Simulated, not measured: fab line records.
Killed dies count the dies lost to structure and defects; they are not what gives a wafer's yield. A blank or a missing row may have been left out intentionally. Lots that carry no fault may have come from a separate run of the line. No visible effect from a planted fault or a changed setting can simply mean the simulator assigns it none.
One fault through the eyes of 2 desks    flow sky130    each desk holds nothing but its own numbers, with what lay behind them at the end

TOOL OWNER'S DESK, pvd_sputter-02
The tool's own readings at SKY_CAPM_SPUTTER_02 (material TiN, target thk 200 nm, time 166.7 s): means of the sampled wafers that have a number, for each lot that ran on this tool. Marked OUT: a lot whose mean sits more than 4 standard deviations from the usual mean, which makes it out of limits; the brackets give that distance.
Columns: A = substrate_temp_c at SKY_CAPM_SPUTTER_02, usual 299.98 C; B = throttle_valve_pct at SKY_CAPM_SPUTTER_02, usual 30.1 %
lot   first seen here  A       B
L191  day 37 23:02     299.92  30.4
L194  day 38 22:08     300.09  29.8
L197  day 40 02:18     300.18  29.8
L198  day 40 07:07     299.89  29.3
L200  day 40 14:53     300.00  29.8
This desk found nothing out of limits on any of the 5 lots.

THE METROLOGY DESK
What the gauges read for every lot (on any tool): the sampled wafers with a number, averaged. Marked OUT: a lot whose mean sits more than 4 standard deviations from the usual mean, which makes it out of limits; the brackets give that distance.
Columns: A = CAPM_TIN_RS at SKY_CAPM_RS_MEAS_03, usual 6.93 ohm/sq; B = CAPM_TIN_THK at SKY_CAPM_THK_MEAS_04, usual 200.0 nm
lot   first seen here  A               B
L186  day 36 16:30     6.81            204.9
L187  day 37 05:10     6.98            197.8
L189  day 37 08:41     6.93            199.3
L191  day 37 23:11     6.85            204.0
L194  day 38 22:15     6.95            197.8
L197  day 40 02:27     9.60 (+30) OUT  143.9 (-19) OUT
L198  day 40 07:13     9.59 (+30) OUT  144.6 (-19) OUT
L199  day 40 11:59     6.82            201.8
L200  day 40 15:00     9.65 (+31) OUT  143.7 (-19) OUT
L208  day 43 01:30     6.95            201.5
L209  day 43 02:47     6.93            200.3
Per this desk, out of limits: L197, L198, L200; the first was L197, day 40 02:27 (CAPM_TIN_RS at SKY_CAPM_RS_MEAS_03). L186, L187, L189, L191, L194, L199, L208, L209: within limits.

ALL TOGETHER
On L197, L198, L200, the metrology desk was in a position to raise an alarm at day 40 02:27.
The tool owner's desk saw nothing out of limits.
The tool owner's desk has L197, L198, L200 on record, within its limits.
SKY_CAPM_SPUTTER_02 was run on pvd_sputter-02 by each of the lots named.

WHAT HAD BEEN PUT IN BY THE SIMULATOR
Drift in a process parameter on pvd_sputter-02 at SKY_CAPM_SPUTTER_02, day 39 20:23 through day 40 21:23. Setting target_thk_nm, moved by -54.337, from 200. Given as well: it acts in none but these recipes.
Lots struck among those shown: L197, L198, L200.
Delay in hours, fault start to first out-of-limits reading, per desk: metrology desk 6.
